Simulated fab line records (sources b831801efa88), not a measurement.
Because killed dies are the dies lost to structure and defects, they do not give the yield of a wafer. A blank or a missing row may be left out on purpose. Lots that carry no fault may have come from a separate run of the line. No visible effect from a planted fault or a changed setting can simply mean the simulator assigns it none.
Chamber matching | flow gf180mcu | GF_V5_ETCH_16 on rie-diel-02 has 4 sister chambers
The step etches BARC in N2/H2. 4 wafers are shown with their chamber, then 9 later ones without.

== EACH WAFER AND ITS CHAMBER ==
wafer  | chamber | drypump-motor-current-A (A)
L080.5 | 1       | 6.1
L081.2 | 0       | 5.2
L081.5 | 3       | 5.6
L081.6 | 2       | 5.7

== WAFERS WITHOUT THEIR CHAMBER ==
wafer  | drypump-motor-current-A (A)
L089.2 | 5.7
L089.4 | 5.7
L089.6 | 6.1
L091.2 | 6.1
L091.3 | 5.8
L091.5 | 6.1
L096.2 | 5.2
L096.3 | 5.6
L096.6 | 5.2

== WHICH CHAMBER EACH WENT THROUGH ==
wafer  | from the rows above | in truth
L089.2 | 2                   | 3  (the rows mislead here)
L089.4 | 2                   | 2
L089.6 | 1                   | 1
L091.2 | 1                   | 1
L091.3 | 2                   | 2
L091.5 | 1                   | 1
L096.2 | 0                   | 0
L096.3 | 3                   | 3
L096.6 | 0                   | 0
Correctly placed: 8 of 9. Can't be placed from these rows: 0. 1 placed wrongly.
How it was worked out, from the rows above alone: a wafer's distance from a chamber is the root of the sum, over the readings, of the square of ((its reading less the chamber's mean) divided by the reading's scatter). The wafer belongs to the nearest chamber; if the next one is less than 2 further off, it can't be placed. The mean given for a chamber averages the wafers shown for that chamber. The scatter: root of mean squared gap, hidden wafer to nearest shown wafer, with one shown wafer a chamber.
